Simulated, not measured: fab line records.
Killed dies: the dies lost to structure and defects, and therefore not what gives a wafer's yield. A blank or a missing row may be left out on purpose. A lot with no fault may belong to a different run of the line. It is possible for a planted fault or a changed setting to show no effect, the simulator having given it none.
The same fault as seen by 2 desks + flow gf180mcu + each desk holds nothing but its own numbers, with what lay behind them at the end

DESK OF THE TOOL OWNER: rie-diel-03
The tool's own readings at GF_HV_LDD_ETCHBACK_58 (etches Si3N4 in CH3F/O2, stops on SiO2, time 100 s, target depth 90 nm): means of the sampled wafers that have a number, for each lot that ran on this tool. The brackets show how far a lot's mean lies from the usual mean; more than 4 standard deviations puts the lot out of limits, marked OUT.
Columns: A = O2_flow_sccm at GF_HV_LDD_ETCHBACK_58, usual 30.00 sccm; B = chamber-pressure-mTorr at GF_HV_LDD_ETCHBACK_58, usual 25.000 mTorr; C = drypump-motor-current-A at GF_HV_LDD_ETCHBACK_58, usual 5.6 A; D = oes-product-au at GF_HV_LDD_ETCHBACK_58, usual 0.842 a.u.; E = run-length-s at GF_HV_LDD_ETCHBACK_58, usual 128.2 s; F = throttle-valve-pct at GF_HV_LDD_ETCHBACK_58, usual 10.561 %
| lot  | first seen here | A     | B      | C   | D               | E               | F      |
|------|-----------------|-------|--------|-----|-----------------|-----------------|--------|
| L332 | day 12 13:49    | 29.92 | 25.000 | 5.6 | 0.832           | 128.0           | 10.554 |
| L333 | day 12 21:54    | 30.07 | 25.018 | 5.5 | 0.842           | 128.0           | 10.564 |
| L336 | day 14 01:42    | 29.97 | 24.999 | 5.2 | 0.831           | 128.1           | 10.553 |
| L343 | day 16 07:34    | 29.95 | 25.009 | 6.0 | 0.943 (+15) OUT | 101.6 (-57) OUT | 10.569 |
| L345 | day 16 16:39    | 30.08 | 24.985 | 5.3 | 0.942 (+15) OUT | 101.2 (-57) OUT | 10.567 |
| L353 | day 19 13:49    | 29.94 | 24.987 | 5.8 | 0.847           | 128.3           | 10.551 |
This desk's verdict: out of limits on L343, L345, starting with L343 at day 16 07:34 (oes-product-au at GF_HV_LDD_ETCHBACK_58). In limits: L332, L333, L336, L353.

FROM THE METROLOGY DESK
What the gauges read, lot by lot, whatever tool the lot ran on: means of the sampled wafers that have a number. The brackets show how far a lot's mean lies from the usual mean; more than 4 standard deviations puts the lot out of limits, marked OUT.
Columns: A = POLY_GATE_CVD_00_THK at GF_POLY_GATE_THK_MEAS_01, usual 199.8 nm; B = HV_LDD_CVD_54_THK at GF_HV_LDD_THK_MEAS_55, usual 9.97 nm; C = HV_LDD_CVD_56_THK at GF_HV_LDD_THK_MEAS_57, usual 89.7 nm
| lot  | first seen here | A     | B     | C    |
|------|-----------------|-------|-------|------|
| L332 | day 8 14:49     | 197.6 | 9.93  | 88.3 |
| L333 | day 8 20:20     | 200.6 | 9.88  | 89.6 |
| L336 | day 9 17:24     | 200.9 | 10.02 | 88.3 |
| L339 | day 10 09:38    | 200.7 | 10.03 | 90.2 |
| L343 | day 11 19:05    | 200.3 | 9.90  | 90.2 |
| L345 | day 12 03:06    | 199.3 | 10.00 | 88.7 |
| L348 | day 13 04:17    | 201.3 | 10.14 | 89.1 |
| L349 | day 13 09:56    | 202.0 | 9.91  | 90.5 |
| L350 | day 13 13:46    | 201.3 | 9.95  | 89.4 |
| L352 | day 14 11:17    | 198.8 | 10.01 | 90.0 |
| L353 | day 14 14:35    | 193.3 | 9.95  | 90.0 |
| L354 | day 14 16:06    | 199.8 | 9.68  | 90.3 |
| L355 | day 15 05:18    | 203.4 | 9.92  | 89.2 |
This desk's finding: nothing out of limits on any of the 13 lots.

PUT TOGETHER
An alarm could have come from the tool owner's desk at day 16 07:34, on L343, L345.
From the metrology desk's view, nothing was out of limits.
The metrology desk holds a record of L343, L345, inside its limits.
On rie-diel-03, each named lot ran GF_HV_LDD_ETCHBACK_58.

WHAT THE SIMULATOR HAD INSERTED
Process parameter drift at GF_HV_LDD_ETCHBACK_58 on rie-diel-03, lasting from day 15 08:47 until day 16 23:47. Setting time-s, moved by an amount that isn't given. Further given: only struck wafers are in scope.
Lots struck among those shown: L343, L345.
Delay in hours, fault start to first out-of-limits reading, by desk: the tool owner's desk at 23.
